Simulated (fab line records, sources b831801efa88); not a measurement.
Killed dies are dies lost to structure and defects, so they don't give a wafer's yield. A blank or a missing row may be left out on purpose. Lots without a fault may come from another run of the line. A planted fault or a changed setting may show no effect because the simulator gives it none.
Which tool did it? | flow sfq_line | 14 lots, 41 wafers sampled, at 3 steps of a route of 325

WHAT THE GAUGES READ, wafer by wafer
SFQ_I0_OVL_MEAS_908.
lot  | measured     | on         | I0_OVL (nm)
L839 | day 12 21:53 | overlay-01 | -3 1 -6
L840 | day 13 00:17 | overlay-02 | -13 -16 -6
L841 | day 13 01:44 | overlay-02 | -6 -4 -10
L842 | day 13 06:32 | overlay-01 | -6 -12 -4
L843 | day 13 16:08 | overlay-01 | -4 -12 -4
L844 | day 13 17:20 | overlay-01 | -2 -8 -1
L845 | day 13 22:08 | overlay-01 | 2 0 0
L846 | day 14 04:08 | overlay-02 | -2 -1 2
L847 | day 14 15:49 | overlay-01 | -6 -2 1
L848 | day 15 02:38 | overlay-01 | -10 -7 -8
L855 | day 16 11:46 | overlay-01 | 4 2 3
L860 | day 17 17:58 | overlay-02 | -4 -2
L861 | day 17 20:37 | overlay-01 | -3 -1 -8
L862 | day 17 23:38 | overlay-02 | 2 1 -4

SFQ_M2_RS_MEAS_914: measures by four-point-probe.
lot  | measured     | on            | M2_NB_RS (ohm/sq)
L839 | day 20 17:40 | film_metro-01 | 0.897 0.901 0.899
L840 | day 21 01:59 | film_metro-01 | 0.906 0.911 0.908
L841 | day 21 11:34 | film_metro-01 | 0.899 0.898 0.896
L842 | day 21 16:22 | film_metro-03 | 0.895 0.897 0.896
L843 | day 21 23:41 | film_metro-02 | 0.908 0.913 0.903
L844 | day 24 00:17 | film_metro-03 | 0.879 0.878 0.873
L845 | day 26 03:53 | film_metro-03 | 0.889 0.893 0.894
L846 | day 26 10:01 | film_metro-01 | 0.885 0.882 0.883
L847 | day 26 20:55 | film_metro-02 | 0.892 0.898 0.888
L848 | day 27 07:46 | film_metro-01 | 0.918 0.917 0.925
L855 | day 29 12:27 | film_metro-03 | 0.898 0.897 0.907
L860 | day 30 18:19 | film_metro-03 | 0.885 0.887
L861 | day 31 01:31 | film_metro-03 | 0.888 0.892 0.904
L862 | day 31 03:58 | film_metro-02 | 0.880 0.884 0.884

WHICH TOOL RAN EACH LOT (tool, then ch and the chambers of the sampled wafers, then the start)
lot  | SFQ_TRILAYER_L0_STRIP_STRIP_009
L839 | rie_metal-02 ch 0,1, day 4 10:19
L840 | rie_metal-01 ch 0,1, day 4 17:31
L841 | rie_metal-02 ch 0,1, day 4 22:19
L842 | rie_metal-03 ch 0,1, day 5 01:55
L843 | rie_metal-03 ch 0,1, day 5 06:43
L844 | rie_metal-03 ch 1, day 5 09:07
L845 | rie_metal-02 ch 0,1, day 5 10:19
L846 | rie_metal-03 ch 0,1, day 5 15:38
L847 | rie_metal-01 ch 0, day 6 00:02
L848 | rie_metal-03 ch 0,1, day 6 06:14
L855 | rie_metal-01 ch 0,1, day 8 01:17
L860 | rie_metal-03 ch 0,1, day 9 04:26
L861 | rie_metal-03 ch 0,1, day 9 10:26
L862 | rie_metal-01 ch 0,1, day 9 15:26
- SFQ_TRILAYER_L0_STRIP_STRIP_009: strips in O2.

WHAT THE TOOLS THEMSELVES READ (means of the sampled wafers that have a number; where no wafer has one, the mark that the record gives instead)
SFQ_TRILAYER_L0_STRIP_STRIP_009.
lot  | tool         | drypump_motor_current_A (A) | oes_product_au (a.u.)
L839 | rie_metal-02 | 6.2                         | 0.989
L840 | rie_metal-01 | 5.4                         | 1.002
L841 | rie_metal-02 | 6.1                         | 0.988
L842 | rie_metal-03 | 5.3                         | 1.000
L843 | rie_metal-03 | 5.3                         | 1.000
L844 | rie_metal-03 | 5.0                         | 1.010
L845 | rie_metal-02 | 6.4                         | 0.997
L846 | rie_metal-03 | 5.3                         | 0.995
L847 | rie_metal-01 | 5.3                         | 1.000
L848 | rie_metal-03 | 5.7                         | 1.004
L855 | rie_metal-01 | 5.6                         | 1.003
L860 | rie_metal-03 | 5.5                         | 1.004
L861 | rie_metal-03 | 5.6                         | 1.001
L862 | rie_metal-01 | 5.6                         | 1.003

THE ANSWER, worked out from the rows above alone
Rule: what is usual is taken from the lots themselves. Put in order of their means at a reading, lots are off if they are a third of the lots or fewer, leave a main group of 4 or more, and stand apart from it by a gap of 3 or more times the standard deviation of the main group's means; of several such gaps the widest counts. A main group whose means are all the same, to the digits that the tables above print for the reading, isn't used. A lot without any number at a reading at which 4 lots or more have one is off too. The other lots that the step has rows for count as sound. The gauges are gone through in route order, then the tools' own readings, and for those a lot's mean is taken as printed above. The first step at which some lot is off is used, and at that step the reading that is off furthest; a lot without a number counts as furthest.
No lot is off at any reading shown: from this, nothing can be told.

WHAT THE SIMULATOR HAD PUT IN
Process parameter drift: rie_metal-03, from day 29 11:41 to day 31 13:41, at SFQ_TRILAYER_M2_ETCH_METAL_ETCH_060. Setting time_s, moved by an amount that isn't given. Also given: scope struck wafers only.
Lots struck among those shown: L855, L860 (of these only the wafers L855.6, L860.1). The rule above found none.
